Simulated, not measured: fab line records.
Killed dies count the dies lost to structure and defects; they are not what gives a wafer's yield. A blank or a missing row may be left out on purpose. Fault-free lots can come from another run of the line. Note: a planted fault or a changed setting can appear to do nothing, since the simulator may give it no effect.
A lot that was struck, set against a sound lot :: flow sky130 :: 29 steps out of a route of 708
Sound: the wafers L707.2, L707.4, L707.5. Wafers L716.1, L716.2, L716.5 were the ones struck. Last of all comes the cause.
For every step that has rows: the tool of each side, followed by ch and its chambers, followed by its first start. Under that, the readings that differ: sound wafers :: struck wafers :: difference of the means :: sigmas: that difference in standard deviations of wafers without a fault.
alike: same words and numbers on both sides, and readings whose means sit less than 2 such deviations apart. not compared: any withheld reading, any reading some wafer has no value for, any bound like >300 that may hide the same value, and any number with overlapping values for which the record gives no deviation.
The two part at a step that has a row with sigmas, a row that says differs or no value, or rows on one side only. Numbers that don't overlap but have no deviation are shown without sigmas and don't part them. A reading that every wafer of one side lacks parts them only if that side has two wafers or more.

first, 2 steps without rows for these wafers: SKY_LOCAL_INTERCONNECT_PEB_09; SKY_LOCAL_INTERCONNECT_DEVELOP_10 (develop time 60 s).
SKY_LOCAL_INTERCONNECT_CD_MEAS_11 targets a cd of 170 nm.
  sound on cd sem-02, day 32 22:00; struck on cd sem-01, day 35 10:46
  alike: cd nm
SKY_LOCAL_INTERCONNECT_OVL_MEAS_12:
  sound on overlay-02, day 32 22:07; struck on overlay-02, day 35 10:53
  alike: LOCAL_INTERCONNECT_OVL
SKY_LOCAL_INTERCONNECT_ETCH_13: etches BARC in N2/H2, stops on SiO2, time 45.9 s, target depth 60 nm.
  sound on rie metal-03 ch 0, day 32 22:08; struck on rie metal-01 ch 0,1, day 35 10:56
  alike: drypump motor current A, oes product au, throttle valve pct
  not compared: rf hours counter h
SKY_LOCAL_INTERCONNECT_METAL_ETCH_14: etches TiN in Cl2/BCl3, stops on PSG, target depth 110 nm, time 31.4 s.
  sound on rie metal-03 ch 0, day 32 22:12; struck on rie metal-01 ch 0,1, day 35 11:01
  alike: drypump motor current A, oes product au, throttle valve pct
  not compared: rf hours counter h
SKY_LOCAL_INTERCONNECT_STRIP_15: strips in O2/N2.
  sound on plasma asher-01 ch 1, day 32 22:15; struck on plasma asher-04 ch 0,1, day 35 11:05
  alike: drypump motor current A, oes product au, strip time to endpoint s
  not compared: rf hours counter h
then, 4 steps without rows for these wafers: SKY_LOCAL_INTERCONNECT_STRIP_16 (strips in post etch residue remover, time 1200 s); SKY_LOCAL_INTERCONNECT_CLEAN_17 (cleans in IPA, time 180 s); SKY_LOCAL_INTERCONNECT_CLEAN_18 (cleans in O3/DIW); SKY_CONTACT_CVD_00 (deposits Si3N4, target thk 75 nm).
SKY_CONTACT_THK_MEAS_01:
  sound on film metro-03, day 32 22:56; struck on film metro-03, day 35 11:42
  alike: CONTACT_CVD_00_THK
SKY_CONTACT_HDPCVD_02: deposits SiO2, target thk 565 nm, time 94.2 s.
  sound on hdpcvd-01 ch 0,2, day 32 22:59; struck on hdpcvd-02 ch 0,1,2, day 35 11:46
  no value came back on the struck wafers for pressure mtorr (mTorr), run length s (s), sih4 flow sccm (sccm); on the sound wafers pressure mtorr (mTorr) reads 5.993 6.004 5.983
SKY_CONTACT_CMP_04: polishes SiO2.
  sound on cmp-02 ch 0,2, day 32 23:07; struck on cmp-02 ch 0,2, day 35 11:56
reading: time to endpoint s (s)
sound: 87 80 76
struck: - - -
difference: no value on the struck wafers
sigmas: 
  alike: motor current A, slurry filter dp kPa, slurry flow ml min
SKY_CONTACT_BOW_MEAS_05:
  sound on film metro-03, day 32 23:26; struck on film metro-04, day 35 12:11
reading: CONTACT_BOW (um)
sound: 83 83 72
struck: 63 70 61
difference: -15
sigmas: -2
then, 8 steps without rows for these wafers: SKY_CONTACT_DEHYDRATE_06 (time 60 s); SKY_CONTACT_HMDS_07 (prime time 60 s); SKY_CONTACT_COAT_08 (resist thk 60 nm); SKY_CONTACT_COAT_09 (resist thk 450 nm); SKY_CONTACT_SOFTBAKE_10 (time 90 s); SKY_CONTACT_EXPOSE_11 (exposes mask CTM1, target cd 170 nm); SKY_CONTACT_PEB_12; SKY_CONTACT_DEVELOP_13 (develop time 60 s).
SKY_CONTACT_CD_MEAS_14 targets a cd of 170 nm.
  sound on cd sem-02, day 34 03:35; struck on cd sem-02, day 36 15:25
  alike: cd nm
SKY_CONTACT_OVL_MEAS_15:
  sound on overlay-02, day 34 03:41; struck on overlay-01, day 36 15:32
  alike: CONTACT_OVL
then, 1 step without rows for these wafers: SKY_CONTACT_ETCH_16 (etches BARC in N2/H2, stops on SiO2, time 45.9 s, target depth 60 nm).
SKY_CONTACT_ETCH_17: etches SiO2 in C4F8/O2/Ar, stops on Si3N4, target depth 340 nm.
  sound on rie diel-03 ch 2,3, day 34 03:46; struck on rie diel-03 ch 0,1,2, day 36 15:37
reading: oes product au (a.u.)
sound: 0.887 0.893 0.889
struck: 0.374 0.370 0.385
difference: -0.513
sigmas: -99 or more

reading: model.etch.depth nm (nm)
sound: 340.7 338.1 338.7
struck: 0 0 0
difference: -339
sigmas: 
SKY_CONTACT_ETCH_18: etches Si3N4 in CHF3/O2, stops on TiN, time 39 s, target depth 75 nm.
  sound: rie diel-03 ch 2,3; struck: rie diel-03 ch 0,1,2
  alike: drypump motor current A, oes product au, throttle valve pct
  not compared: rf hours counter h
-- the record jumps here: 13 days lie between the struck wafers' starts before and after (it left off in module CONTACT and takes up again in module PAD_OPEN, whose first step shown is number 708 of the route) --
SKY_PAD_OPEN_PROBE_99:
  sound on prober-01, day 48 03:38; struck on prober-01, day 49 21:23
reading: killed_at_M0_to_M3
sound: 49 54 35
struck: 7 18 14
difference: -33
sigmas: -5

reading: killed at contacts
sound: 33 24 30
struck: 481 468 472
difference: +445
sigmas: +84

reading: killed at front end
sound: 12 24 32
struck: 4 5 4
difference: -18
sigmas: -4

reading: killed dies
sound: 99 102 98
struck: 492 492 492
difference: +392
sigmas: +42

reading: killed on rim
sound: 21 15 16
struck: 96 96 96
difference: +79
sigmas: +21

reading: killed open
sound: 57 53 52
struck: 7 10 16
difference: -43
sigmas: -7

reading: killed short
sound: 39 49 44
struck: 9 16 6
difference: -34
sigmas: -5
  alike: killed_at_M4_up, killed at other

== WHERE THEY PART ==
First at SKY_CONTACT_HDPCVD_02; last, within this record, at SKY_PAD_OPEN_PROBE_99.

WHY: the cause the simulator had injected
Whole step skipped at SKY_CONTACT_HDPCVD_02 on hdpcvd-02, starting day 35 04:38. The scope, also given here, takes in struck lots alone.
